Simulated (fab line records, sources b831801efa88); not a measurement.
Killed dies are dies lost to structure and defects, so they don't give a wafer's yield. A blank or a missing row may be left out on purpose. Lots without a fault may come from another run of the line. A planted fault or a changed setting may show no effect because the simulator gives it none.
A sampling plan put to the test | flow gf180mcu | one fab line, 67 faults that these records tell of, each judged on the records of the lots that it struck
The plan is the line's own looks: the steps of the route at which a gauge or an inspection reads the wafer and doesn't change it. A look can be judged if struck wafers have a number there and the file gives its usual mean and standard deviation on fault-free wafers. Caught: at a look after the fault's first step, the mean of the struck wafers lies 4 or more of those standard deviations (sigma) from the usual mean. On the tool: the same test on the tool's own readings at the fault's steps. Another recipe on the struck wafers, or a record that is blank for them alone, also counts as caught.

THE FAULTS, as the simulator had put them in
1. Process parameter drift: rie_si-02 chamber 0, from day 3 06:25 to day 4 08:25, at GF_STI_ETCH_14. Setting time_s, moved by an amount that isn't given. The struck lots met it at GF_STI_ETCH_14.
2. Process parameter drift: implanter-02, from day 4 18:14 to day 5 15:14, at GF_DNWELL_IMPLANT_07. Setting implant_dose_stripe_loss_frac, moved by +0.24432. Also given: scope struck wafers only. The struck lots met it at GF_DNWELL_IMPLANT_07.
3. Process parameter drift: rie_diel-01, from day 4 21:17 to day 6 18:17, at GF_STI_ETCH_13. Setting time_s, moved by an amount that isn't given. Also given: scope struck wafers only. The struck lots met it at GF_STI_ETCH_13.
4. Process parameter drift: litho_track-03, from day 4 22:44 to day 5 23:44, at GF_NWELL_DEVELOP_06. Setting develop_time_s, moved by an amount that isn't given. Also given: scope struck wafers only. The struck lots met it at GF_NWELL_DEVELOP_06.
5. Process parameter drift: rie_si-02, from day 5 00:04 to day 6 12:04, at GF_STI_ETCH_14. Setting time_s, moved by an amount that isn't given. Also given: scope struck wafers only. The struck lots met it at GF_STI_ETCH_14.
6. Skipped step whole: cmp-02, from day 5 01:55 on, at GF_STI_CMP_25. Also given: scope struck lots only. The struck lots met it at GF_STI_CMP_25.
7. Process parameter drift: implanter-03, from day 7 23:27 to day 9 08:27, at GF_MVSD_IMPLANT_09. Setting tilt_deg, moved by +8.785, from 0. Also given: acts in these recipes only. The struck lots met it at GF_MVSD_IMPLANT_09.
8. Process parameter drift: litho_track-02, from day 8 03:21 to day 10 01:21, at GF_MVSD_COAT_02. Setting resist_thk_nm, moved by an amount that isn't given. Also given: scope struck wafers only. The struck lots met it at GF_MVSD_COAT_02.
9. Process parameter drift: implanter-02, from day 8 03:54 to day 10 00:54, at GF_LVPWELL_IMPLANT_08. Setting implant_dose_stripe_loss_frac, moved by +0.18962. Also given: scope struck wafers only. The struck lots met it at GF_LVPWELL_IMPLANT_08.
10. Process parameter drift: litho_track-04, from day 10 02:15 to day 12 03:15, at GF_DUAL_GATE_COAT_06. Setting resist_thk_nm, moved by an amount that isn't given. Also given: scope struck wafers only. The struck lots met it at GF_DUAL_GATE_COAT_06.
11. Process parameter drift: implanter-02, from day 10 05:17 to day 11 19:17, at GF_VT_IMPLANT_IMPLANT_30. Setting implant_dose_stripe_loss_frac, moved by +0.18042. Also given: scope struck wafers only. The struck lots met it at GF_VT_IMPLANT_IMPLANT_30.
12. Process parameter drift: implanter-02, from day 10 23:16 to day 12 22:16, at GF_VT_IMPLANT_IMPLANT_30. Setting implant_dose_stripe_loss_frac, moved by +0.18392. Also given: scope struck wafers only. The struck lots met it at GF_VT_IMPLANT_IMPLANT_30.
13. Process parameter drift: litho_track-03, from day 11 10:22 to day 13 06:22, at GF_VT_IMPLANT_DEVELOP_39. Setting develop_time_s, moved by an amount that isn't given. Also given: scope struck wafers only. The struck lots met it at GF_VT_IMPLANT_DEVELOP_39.
14. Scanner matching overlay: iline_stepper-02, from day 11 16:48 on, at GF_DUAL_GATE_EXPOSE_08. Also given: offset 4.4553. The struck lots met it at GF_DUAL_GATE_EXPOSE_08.
15. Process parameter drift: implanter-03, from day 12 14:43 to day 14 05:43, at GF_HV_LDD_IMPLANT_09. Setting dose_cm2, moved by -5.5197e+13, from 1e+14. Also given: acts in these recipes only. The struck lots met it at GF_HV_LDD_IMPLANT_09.
16. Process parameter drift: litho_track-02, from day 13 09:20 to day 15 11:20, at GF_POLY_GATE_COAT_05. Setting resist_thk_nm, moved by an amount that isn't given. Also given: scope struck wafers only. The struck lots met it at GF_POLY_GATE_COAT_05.
17. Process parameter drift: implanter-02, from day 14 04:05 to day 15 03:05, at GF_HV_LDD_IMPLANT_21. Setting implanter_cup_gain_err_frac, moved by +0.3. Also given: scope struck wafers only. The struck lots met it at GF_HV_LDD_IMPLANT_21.
18. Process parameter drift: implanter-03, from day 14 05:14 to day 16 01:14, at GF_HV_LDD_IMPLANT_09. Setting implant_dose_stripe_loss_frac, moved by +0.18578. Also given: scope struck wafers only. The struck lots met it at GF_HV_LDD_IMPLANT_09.
19. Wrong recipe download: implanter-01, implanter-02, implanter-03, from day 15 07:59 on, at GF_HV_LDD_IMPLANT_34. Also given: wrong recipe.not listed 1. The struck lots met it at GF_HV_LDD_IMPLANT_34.
20. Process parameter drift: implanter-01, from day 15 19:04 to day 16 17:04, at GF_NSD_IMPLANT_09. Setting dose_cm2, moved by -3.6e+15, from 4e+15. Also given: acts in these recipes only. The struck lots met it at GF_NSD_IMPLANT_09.
21. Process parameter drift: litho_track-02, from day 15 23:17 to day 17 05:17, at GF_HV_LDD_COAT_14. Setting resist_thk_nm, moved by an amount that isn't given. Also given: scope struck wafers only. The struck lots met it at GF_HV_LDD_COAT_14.
22. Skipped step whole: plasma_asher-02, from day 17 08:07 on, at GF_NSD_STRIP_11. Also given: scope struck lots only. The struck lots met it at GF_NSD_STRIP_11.
23. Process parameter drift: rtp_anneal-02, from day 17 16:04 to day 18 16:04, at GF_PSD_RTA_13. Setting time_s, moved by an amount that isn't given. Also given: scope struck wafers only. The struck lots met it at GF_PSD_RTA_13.
24. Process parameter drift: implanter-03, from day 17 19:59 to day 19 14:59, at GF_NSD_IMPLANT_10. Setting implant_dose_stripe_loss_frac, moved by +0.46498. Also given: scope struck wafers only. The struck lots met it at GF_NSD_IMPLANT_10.
25. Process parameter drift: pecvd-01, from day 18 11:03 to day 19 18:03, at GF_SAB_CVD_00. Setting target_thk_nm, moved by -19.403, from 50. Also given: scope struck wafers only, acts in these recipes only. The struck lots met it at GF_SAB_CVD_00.
26. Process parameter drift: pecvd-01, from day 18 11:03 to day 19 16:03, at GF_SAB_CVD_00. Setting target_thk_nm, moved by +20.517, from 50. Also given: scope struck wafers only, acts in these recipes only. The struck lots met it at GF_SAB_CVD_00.
27. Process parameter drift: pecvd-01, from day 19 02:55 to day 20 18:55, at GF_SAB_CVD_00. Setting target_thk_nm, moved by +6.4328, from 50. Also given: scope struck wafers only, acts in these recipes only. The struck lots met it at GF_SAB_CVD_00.
28. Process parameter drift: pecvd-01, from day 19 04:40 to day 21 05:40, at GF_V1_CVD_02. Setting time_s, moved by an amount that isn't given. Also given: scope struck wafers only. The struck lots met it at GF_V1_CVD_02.
29. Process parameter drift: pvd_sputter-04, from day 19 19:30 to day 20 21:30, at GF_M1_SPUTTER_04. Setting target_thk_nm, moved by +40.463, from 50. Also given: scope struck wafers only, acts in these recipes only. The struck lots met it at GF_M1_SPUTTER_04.
30. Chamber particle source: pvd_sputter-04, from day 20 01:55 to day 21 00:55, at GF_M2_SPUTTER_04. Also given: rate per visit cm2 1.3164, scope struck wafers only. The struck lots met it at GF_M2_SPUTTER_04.
31. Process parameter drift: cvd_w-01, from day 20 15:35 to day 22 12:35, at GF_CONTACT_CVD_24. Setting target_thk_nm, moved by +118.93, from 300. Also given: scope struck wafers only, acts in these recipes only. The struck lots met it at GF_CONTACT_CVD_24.
32. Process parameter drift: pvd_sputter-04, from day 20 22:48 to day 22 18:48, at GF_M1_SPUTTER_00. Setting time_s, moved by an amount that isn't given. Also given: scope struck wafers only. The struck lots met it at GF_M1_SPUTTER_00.
33. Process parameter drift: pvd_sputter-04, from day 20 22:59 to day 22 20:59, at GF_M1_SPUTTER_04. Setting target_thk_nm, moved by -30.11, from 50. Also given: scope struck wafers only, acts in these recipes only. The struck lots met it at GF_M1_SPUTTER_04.
34. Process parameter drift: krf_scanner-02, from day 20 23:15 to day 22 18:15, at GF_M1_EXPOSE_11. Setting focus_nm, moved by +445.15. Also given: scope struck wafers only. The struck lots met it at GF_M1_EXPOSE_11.
35. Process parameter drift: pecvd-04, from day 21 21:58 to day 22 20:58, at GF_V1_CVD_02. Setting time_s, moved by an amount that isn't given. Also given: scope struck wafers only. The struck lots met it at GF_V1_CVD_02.
36. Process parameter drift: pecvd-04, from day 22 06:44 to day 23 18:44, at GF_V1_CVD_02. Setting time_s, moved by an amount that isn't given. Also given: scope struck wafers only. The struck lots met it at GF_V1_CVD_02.
37. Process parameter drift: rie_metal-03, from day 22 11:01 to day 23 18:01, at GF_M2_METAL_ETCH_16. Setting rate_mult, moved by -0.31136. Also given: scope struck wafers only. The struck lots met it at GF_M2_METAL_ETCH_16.
38. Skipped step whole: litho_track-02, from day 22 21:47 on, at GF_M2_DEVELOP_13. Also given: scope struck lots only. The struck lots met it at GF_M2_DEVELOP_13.
39. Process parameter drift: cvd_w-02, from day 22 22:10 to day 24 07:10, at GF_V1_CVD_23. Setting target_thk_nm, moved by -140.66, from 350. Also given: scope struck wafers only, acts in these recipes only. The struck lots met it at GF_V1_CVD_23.
40. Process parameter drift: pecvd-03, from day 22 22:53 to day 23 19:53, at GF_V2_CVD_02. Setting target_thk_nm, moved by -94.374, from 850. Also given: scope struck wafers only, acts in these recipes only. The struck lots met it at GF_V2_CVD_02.
41. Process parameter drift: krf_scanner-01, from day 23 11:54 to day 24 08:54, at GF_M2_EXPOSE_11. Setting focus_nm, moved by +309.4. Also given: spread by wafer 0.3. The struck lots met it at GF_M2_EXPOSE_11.
42. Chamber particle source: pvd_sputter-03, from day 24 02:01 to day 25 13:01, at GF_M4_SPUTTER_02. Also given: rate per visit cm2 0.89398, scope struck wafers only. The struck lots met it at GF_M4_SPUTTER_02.
43. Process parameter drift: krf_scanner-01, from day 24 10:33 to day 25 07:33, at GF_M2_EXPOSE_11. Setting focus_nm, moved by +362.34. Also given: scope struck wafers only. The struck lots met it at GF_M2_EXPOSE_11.
44. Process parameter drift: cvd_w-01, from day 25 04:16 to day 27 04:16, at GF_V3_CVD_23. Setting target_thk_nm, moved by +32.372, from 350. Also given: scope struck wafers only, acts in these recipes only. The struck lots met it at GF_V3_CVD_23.
45. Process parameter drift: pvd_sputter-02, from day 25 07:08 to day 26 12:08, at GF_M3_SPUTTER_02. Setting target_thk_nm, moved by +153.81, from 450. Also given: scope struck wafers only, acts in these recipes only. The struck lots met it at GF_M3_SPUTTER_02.
46. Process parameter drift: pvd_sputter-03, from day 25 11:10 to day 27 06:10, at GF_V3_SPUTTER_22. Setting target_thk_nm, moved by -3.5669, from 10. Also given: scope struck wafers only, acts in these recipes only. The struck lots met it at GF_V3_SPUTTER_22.
47. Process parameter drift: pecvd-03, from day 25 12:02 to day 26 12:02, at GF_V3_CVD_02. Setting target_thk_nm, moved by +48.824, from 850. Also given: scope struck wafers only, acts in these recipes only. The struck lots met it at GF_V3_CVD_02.
48. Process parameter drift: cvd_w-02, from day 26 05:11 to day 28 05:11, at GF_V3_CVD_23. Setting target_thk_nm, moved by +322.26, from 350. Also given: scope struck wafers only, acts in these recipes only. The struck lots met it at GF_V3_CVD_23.
49. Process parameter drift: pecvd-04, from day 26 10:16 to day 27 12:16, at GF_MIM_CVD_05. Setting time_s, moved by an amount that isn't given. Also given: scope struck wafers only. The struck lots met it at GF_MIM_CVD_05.
50. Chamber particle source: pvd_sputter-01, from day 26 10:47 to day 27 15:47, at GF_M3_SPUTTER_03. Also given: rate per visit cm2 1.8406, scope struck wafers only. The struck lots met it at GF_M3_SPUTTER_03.
51. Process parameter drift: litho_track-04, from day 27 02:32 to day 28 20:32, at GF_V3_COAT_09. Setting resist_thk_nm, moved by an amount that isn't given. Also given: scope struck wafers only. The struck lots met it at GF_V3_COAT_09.
52. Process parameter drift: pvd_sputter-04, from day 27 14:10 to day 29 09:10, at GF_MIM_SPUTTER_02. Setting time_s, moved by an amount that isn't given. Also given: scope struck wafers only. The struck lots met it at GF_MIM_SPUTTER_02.
53. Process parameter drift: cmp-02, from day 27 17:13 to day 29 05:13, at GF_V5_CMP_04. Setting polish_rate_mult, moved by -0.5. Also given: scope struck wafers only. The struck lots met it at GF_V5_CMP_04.
54. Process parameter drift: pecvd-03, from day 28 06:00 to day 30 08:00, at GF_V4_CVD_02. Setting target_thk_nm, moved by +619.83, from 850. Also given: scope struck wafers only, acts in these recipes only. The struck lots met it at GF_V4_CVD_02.
55. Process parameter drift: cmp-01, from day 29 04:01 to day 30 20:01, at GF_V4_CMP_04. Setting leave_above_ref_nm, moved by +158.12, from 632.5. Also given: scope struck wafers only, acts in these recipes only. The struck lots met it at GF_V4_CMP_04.
56. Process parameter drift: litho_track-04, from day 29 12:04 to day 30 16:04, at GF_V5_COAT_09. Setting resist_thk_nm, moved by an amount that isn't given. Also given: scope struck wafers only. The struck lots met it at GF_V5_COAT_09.
57. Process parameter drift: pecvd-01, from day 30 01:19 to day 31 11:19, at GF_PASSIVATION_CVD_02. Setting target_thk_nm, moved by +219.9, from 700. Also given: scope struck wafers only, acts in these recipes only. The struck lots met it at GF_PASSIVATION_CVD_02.
58. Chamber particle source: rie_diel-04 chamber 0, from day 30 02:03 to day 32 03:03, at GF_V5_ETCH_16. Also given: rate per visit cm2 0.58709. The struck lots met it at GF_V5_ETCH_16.
59. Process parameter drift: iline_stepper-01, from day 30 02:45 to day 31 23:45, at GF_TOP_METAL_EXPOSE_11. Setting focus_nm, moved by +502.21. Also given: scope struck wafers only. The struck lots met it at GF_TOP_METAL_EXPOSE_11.
60. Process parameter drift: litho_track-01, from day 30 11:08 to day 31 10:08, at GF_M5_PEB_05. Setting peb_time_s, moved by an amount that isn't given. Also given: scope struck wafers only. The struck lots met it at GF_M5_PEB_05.
61. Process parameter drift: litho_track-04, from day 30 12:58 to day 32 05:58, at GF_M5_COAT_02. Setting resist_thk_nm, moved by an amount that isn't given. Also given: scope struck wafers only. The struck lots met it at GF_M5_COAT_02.
62. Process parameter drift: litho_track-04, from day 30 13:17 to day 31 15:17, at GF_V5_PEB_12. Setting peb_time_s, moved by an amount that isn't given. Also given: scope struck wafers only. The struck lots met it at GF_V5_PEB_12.
63. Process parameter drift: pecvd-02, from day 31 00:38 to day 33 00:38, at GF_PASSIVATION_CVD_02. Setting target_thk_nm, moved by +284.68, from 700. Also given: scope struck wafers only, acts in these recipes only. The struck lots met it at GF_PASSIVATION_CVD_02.
64. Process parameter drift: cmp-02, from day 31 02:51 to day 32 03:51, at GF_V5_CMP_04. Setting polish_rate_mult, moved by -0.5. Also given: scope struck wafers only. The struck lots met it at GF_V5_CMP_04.
65. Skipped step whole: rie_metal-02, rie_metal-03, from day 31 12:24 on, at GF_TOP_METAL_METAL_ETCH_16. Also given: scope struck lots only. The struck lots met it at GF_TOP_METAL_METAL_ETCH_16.
66. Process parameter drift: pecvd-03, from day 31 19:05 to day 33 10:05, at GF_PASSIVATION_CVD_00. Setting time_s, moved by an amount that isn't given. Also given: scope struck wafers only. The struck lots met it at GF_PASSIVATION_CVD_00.
67. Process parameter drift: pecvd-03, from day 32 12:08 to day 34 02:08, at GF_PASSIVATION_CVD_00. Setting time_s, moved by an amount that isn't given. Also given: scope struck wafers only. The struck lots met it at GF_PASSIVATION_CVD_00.

WHAT THE PLAN SAW
fault | on the tool itself                               | first look that catches it                      | reading, sigma                                               | median hours from its first step to that look | hours from the fault's start to the first struck lot there | judged looks passed uncaught
1     | run_length_s -99 or beyond sigma                 | none of the 2 looks that can be judged after it | -                                                            | -                                             | -                                                          | 2
2     | under 2 sigma                                    | GF_DNWELL_TW_MEAS_09                            | DNWELL_TW -6.1                                               | 0.2                                           | 6                                                          | 0
3     | run_length_s -39 sigma                           | no look after it can be judged                  | -                                                            | -                                             | -                                                          | 0
4     | no reading that can be judged                    | no look after it can be judged                  | -                                                            | -                                             | -                                                          | 0
5     | run_length_s -94 sigma                           | not the one look that can be judged after it    | -                                                            | -                                             | -                                                          | 1
6     | the tool's record is blank for the struck wafers | no look after it can be judged                  | -                                                            | -                                             | -                                                          | 0
7     | tilt_deg +99 or beyond sigma                     | GF_MVSD_TW_MEAS_11                              | MVSD_TW +4.1                                                 | 0.2                                           | 3                                                          | 0
8     | no reading that can be judged                    | none of the 2 looks that can be judged after it | -                                                            | -                                             | -                                                          | 2
9     | under 2 sigma                                    | GF_LVPWELL_TW_MEAS_11                           | LVPWELL_TW -5.5                                              | 0.4                                           | 13                                                         | 0
10    | no reading that can be judged                    | not the one look that can be judged after it    | -                                                            | -                                             | -                                                          | 1
11    | no reading that can be judged                    | not the one look that can be judged after it    | strongest: VT_IMPLANT_3_TW at GF_VT_IMPLANT_TW_MEAS_32, -3.6 | -                                             | -                                                          | 1
12    | no reading that can be judged                    | GF_VT_IMPLANT_TW_MEAS_32                        | VT_IMPLANT_3_TW -4.2                                         | 0.2                                           | 11                                                         | 0
13    | no reading that can be judged                    | GF_VT_IMPLANT_TW_MEAS_43                        | VT_IMPLANT_4_TW -99 or beyond                                | 0.4                                           | 20                                                         | 0
14    | no reading that can be judged                    | none of the 2 looks that can be judged after it | strongest: DUAL_GATE_OVL at GF_DUAL_GATE_OVL_MEAS_11, +3.3   | -                                             | -                                                          | 2
15    | dose_ions_cm2 -99 or beyond sigma                | GF_HV_LDD_TW_MEAS_11                            | HV_LDD_TW -34                                                | 0.2                                           | 14                                                         | 0
16    | under 2 sigma                                    | not the one look that can be judged after it    | -                                                            | -                                             | -                                                          | 1
17    | faraday_current_uA +14 sigma                     | GF_HV_LDD_TW_MEAS_23                            | HV_LDD_2_TW -15                                              | 0.2                                           | 21                                                         | 0
18    | no reading that can be judged                    | GF_HV_LDD_TW_MEAS_11                            | HV_LDD_TW -4.6                                               | 0.2                                           | 2                                                          | 0
19    | no reading that can be judged                    | GF_HV_LDD_TW_MEAS_38                            | HV_LDD_3_TW +19                                              | 0.5                                           | 4                                                          | 0
20    | dose_ions_cm2 -99 or beyond sigma                | GF_NSD_TW_MEAS_12                               | NSD_TW -9.5                                                  | 0.4                                           | 5                                                          | 0
21    | under 2 sigma                                    | no look after it can be judged                  | -                                                            | -                                             | -                                                          | 0
22    | the tool's record is blank for the struck wafers | GF_PSD_TW_MEAS_11                               | PSD_TW -99 or beyond                                         | 23.9                                          | 27                                                         | 0
23    | run_length_s -29 sigma                           | GF_PSD_RS_MEAS_14                               | NSD_RS +12                                                   | 0.1                                           | 5                                                          | 0
24    | under 2 sigma                                    | GF_PSD_RS_MEAS_14                               | NSD_RS +17                                                   | 24.6                                          | 33                                                         | 0
25    | under 2 sigma                                    | GF_SAB_THK_MEAS_01                              | SAB_CVD_00_THK -30                                           | 0.0                                           | 14                                                         | 0
26    | under 2 sigma                                    | GF_SAB_THK_MEAS_01                              | SAB_CVD_00_THK +31                                           | 0.0                                           | 14                                                         | 0
27    | under 2 sigma                                    | GF_SAB_THK_MEAS_01                              | SAB_CVD_00_THK +10                                           | 0.0                                           | 2                                                          | 0
28    | run_length_s -44 sigma                           | GF_V1_THK_MEAS_03                               | V1_CVD_02_THK -17                                            | 0.1                                           | 17                                                         | 0
29    | under 2 sigma                                    | GF_M1_THK_MEAS_06                               | M1_ALCU_THK -6.1                                             | 3.3                                           | 8                                                          | 1
30    | under 2 sigma                                    | not the one look that can be judged after it    | -                                                            | -                                             | -                                                          | 1
31    | under 2 sigma                                    | GF_CONTACT_RS_MEAS_25                           | CONTACT_W_RS -21                                             | 0.1                                           | 15                                                         | 0
32    | under 2 sigma                                    | no look after it can be judged                  | -                                                            | -                                             | -                                                          | 0
33    | under 2 sigma                                    | GF_M1_THK_MEAS_06                               | M1_ALCU_THK +5.9                                             | 0.2                                           | 9                                                          | 0
34    | under 2 sigma                                    | GF_M1_CD_MEAS_14                                | cd_nm -56                                                    | 11.1                                          | 14                                                         | 0
35    | run_length_s +8.6 sigma                          | not the one look that can be judged after it    | strongest: V1_CVD_02_THK at GF_V1_THK_MEAS_03, +3.9          | -                                             | -                                                          | 1
36    | run_length_s +24 sigma                           | GF_V1_THK_MEAS_03                               | V1_CVD_02_THK +9.6                                           | 0.1                                           | 25                                                         | 0
37    | oes_product_au -33 sigma                         | no look after it can be judged                  | -                                                            | -                                             | -                                                          | 0
38    | no reading that can be judged                    | no look after it can be judged                  | -                                                            | -                                             | -                                                          | 0
39    | under 2 sigma                                    | GF_V1_RS_MEAS_24                                | V1_W_RS +74                                                  | 0.1                                           | 7                                                          | 0
40    | under 2 sigma                                    | GF_V2_THK_MEAS_03                               | V2_CVD_02_THK -9.6                                           | 0.1                                           | 6                                                          | 0
41    | under 2 sigma                                    | GF_M2_CD_MEAS_14                                | cd_nm -18                                                    | 10.8                                          | 19                                                         | 0
42    | under 2 sigma                                    | not the one look that can be judged after it    | strongest: MIM_ALCU_THK at GF_MIM_THK_MEAS_11, +2.4          | -                                             | -                                                          | 1
43    | under 2 sigma                                    | GF_M2_CD_MEAS_14                                | cd_nm -32                                                    | 10.4                                          | 16                                                         | 0
44    | under 2 sigma                                    | GF_V3_RS_MEAS_24                                | V3_W_RS -6.9                                                 | 0.1                                           | 47                                                         | 0
45    | under 2 sigma                                    | GF_M3_RS_MEAS_05                                | M3_ALCU_RS -19                                               | 0.1                                           | 1                                                          | 0
46    | under 2 sigma                                    | no look after it can be judged                  | -                                                            | -                                             | -                                                          | 0
47    | under 2 sigma                                    | GF_V3_THK_MEAS_03                               | V3_CVD_02_THK +4.9                                           | 0.1                                           | 16                                                         | 0
48    | under 2 sigma                                    | GF_V3_RS_MEAS_24                                | V3_W_RS -33                                                  | 0.1                                           | 2                                                          | 0
49    | run_length_s -8.1 sigma                          | GF_MIM_THK_MEAS_06                              | MIM_CVD_05_THK -9.1                                          | 0.1                                           | 8                                                          | 0
50    | under 2 sigma                                    | none of the 2 looks that can be judged after it | -                                                            | -                                             | -                                                          | 2
51    | no reading that can be judged                    | GF_V3_CD_MEAS_14                                | cd_nm +4.7                                                   | 10.8                                          | 19                                                         | 0
52    | under 2 sigma                                    | no look after it can be judged                  | -                                                            | -                                             | -                                                          | 0
53    | under 2 sigma                                    | no look after it can be judged                  | -                                                            | -                                             | -                                                          | 0
54    | under 2 sigma                                    | GF_V4_THK_MEAS_03                               | V4_CVD_02_THK +50                                            | 0.1                                           | 4                                                          | 0
55    | time_to_endpoint_s -10 sigma                     | no look after it can be judged                  | -                                                            | -                                             | -                                                          | 0
56    | no reading that can be judged                    | not the one look that can be judged after it    | -                                                            | -                                             | -                                                          | 1
57    | under 2 sigma                                    | GF_PASSIVATION_THK_MEAS_03                      | PASSIVATION_CVD_02_THK +26                                   | 0.3                                           | 5                                                          | 0
58    | under 2 sigma                                    | not the one look that can be judged after it    | -                                                            | -                                             | -                                                          | 1
59    | under 2 sigma                                    | GF_TOP_METAL_CD_MEAS_14                         | cd_nm -13                                                    | 8.8                                           | 11                                                         | 0
60    | no reading that can be judged                    | none of the 2 looks that can be judged after it | strongest: cd_nm at GF_M5_CD_MEAS_07, -3.1                   | -                                             | -                                                          | 2
61    | no reading that can be judged                    | not the one look that can be judged after it    | strongest: cd_nm at GF_M5_CD_MEAS_07, -3.4                   | -                                             | -                                                          | 1
62    | heater_power_total_W +71 sigma                   | GF_V5_CD_MEAS_14                                | cd_nm -5.0                                                   | 0.4                                           | 1                                                          | 0
63    | under 2 sigma                                    | GF_PASSIVATION_THK_MEAS_03                      | PASSIVATION_CVD_02_THK +32                                   | 0.3                                           | 10                                                         | 0
64    | under 2 sigma                                    | no look after it can be judged                  | -                                                            | -                                             | -                                                          | 0
65    | the tool's record is blank for the struck wafers | no look after it can be judged                  | -                                                            | -                                             | -                                                          | 0
66    | run_length_s +17 sigma                           | GF_PASSIVATION_THK_MEAS_01                      | PASSIVATION_CVD_00_THK +6.5                                  | 0.1                                           | 9                                                          | 0
67    | run_length_s -50 sigma                           | GF_PASSIVATION_THK_MEAS_01                      | PASSIVATION_CVD_00_THK -17                                   | 0.1                                           | 20                                                         | 0
A dash: the fault isn't caught, or these records don't give the number.

Caught at a look: 39 of 67. Caught on the tool: 20 of 67. By one or the other: 47 of 67.
Caught on the tool alone: faults 1, 3, 5, 6, 35, 37, 55, 65.
Caught at a look alone: faults 2, 9, 12, 13, 18, 19, 24, 25, 26, 27, 29, 31, 33, 34, 39, 40, 41, 43, 44, 45, 47, 48, 51, 54, 57, 59, 63.
Caught by neither: faults 4, 8, 10, 11, 14, 16, 21, 30, 32, 38, 42, 46, 50, 52, 53, 56, 58, 60, 61, 64.

THINNER SAMPLING
If the look that catches a fault measured only every second or every third lot, by lot number, the first struck lot would be measured this late in the worst case:
fault | struck lots at that look, in order of time | every lot | every second lot | every third lot
2     | L506, L507, L508                           | 6 h       | 12 h             | 17 h
7     | L414, L416, L417                           | 3 h       | 23 h             | may miss all 3
9     | L550, L551                                 | 13 h      | 15 h             | may miss all 2
12    | L667, L670                                 | 11 h      | 36 h             | may miss all 2
13    | L264, L266                                 | 20 h      | may miss all 2   | may miss all 2
15    | L834, L837                                 | 14 h      | 37 h             | may miss all 2
17    | L605                                       | 21 h      | may miss it      | may miss it
18    | L279, L280, L281                           | 2 h       | 8 h              | 19 h
19    | L433, L434                                 | 4 h       | 15 h             | may miss all 2
20    | L110, L111                                 | 5 h       | 17 h             | may miss all 2
22    | L960, L961                                 | 27 h      | 40 h             | may miss all 2
23    | L494, L495                                 | 5 h       | 12 h             | may miss all 2
24    | L490                                       | 33 h      | may miss it      | may miss it
25    | L146                                       | 14 h      | may miss it      | may miss it
26    | L338, L339, L340                           | 14 h      | 18 h             | 27 h
27    | L547, L548, L550                           | 2 h       | 11 h             | may miss all 3
28    | L934, L935                                 | 17 h      | 21 h             | may miss all 2
29    | L106, L107, L108                           | 8 h       | 16 h             | 22 h
31    | L100, L101, L102                           | 15 h      | 24 h             | 36 h
33    | L386, L389                                 | 9 h       | 33 h             | may miss all 2
34    | L118, L120, L121                           | 14 h      | 40 h             | may miss all 3
36    | L462                                       | 25 h      | may miss it      | may miss it
39    | L590                                       | 7 h       | may miss it      | may miss it
40    | L489, L490                                 | 6 h       | 11 h             | may miss all 2
41    | L524, L525                                 | 19 h      | 28 h             | may miss all 2
43    | L383, L384, L385                           | 16 h      | 20 h             | 31 h
44    | L963                                       | 47 h      | may miss it      | may miss it
45    | L830, L833                                 | 1 h       | 23 h             | may miss all 2
47    | L842, L843                                 | 16 h      | 19 h             | may miss all 2
48    | L440, L445                                 | 2 h       | 41 h             | may miss all 2
49    | L851, L852, L853                           | 8 h       | 14 h             | 18 h
51    | L979, L982                                 | 19 h      | 40 h             | may miss all 2
54    | L123                                       | 4 h       | may miss it      | may miss it
57    | L153                                       | 5 h       | may miss it      | may miss it
59    | L336, L340                                 | 11 h      | may miss all 2   | may miss all 2
62    | L295, L296                                 | 1 h       | 6 h              | may miss all 2
63    | L487, L493                                 | 10 h      | may miss all 2   | may miss all 2
66    | L282, L285                                 | 9 h       | 25 h             | may miss all 2
67    | L711                                       | 20 h      | may miss it      | may miss it
Hours are from the fault's start to the first struck lot that is measured. The limit of 4 sigma was tested on all struck wafers together, so one lot alone may lie under it. Other struck lots may not be in these records.

THE LONGEST TIMED WAY FROM STEP TO LOOK
Fault 24: a median of 24.6 hours passes between GF_NSD_IMPLANT_10 and GF_PSD_RS_MEAS_14. No look between them can be judged.
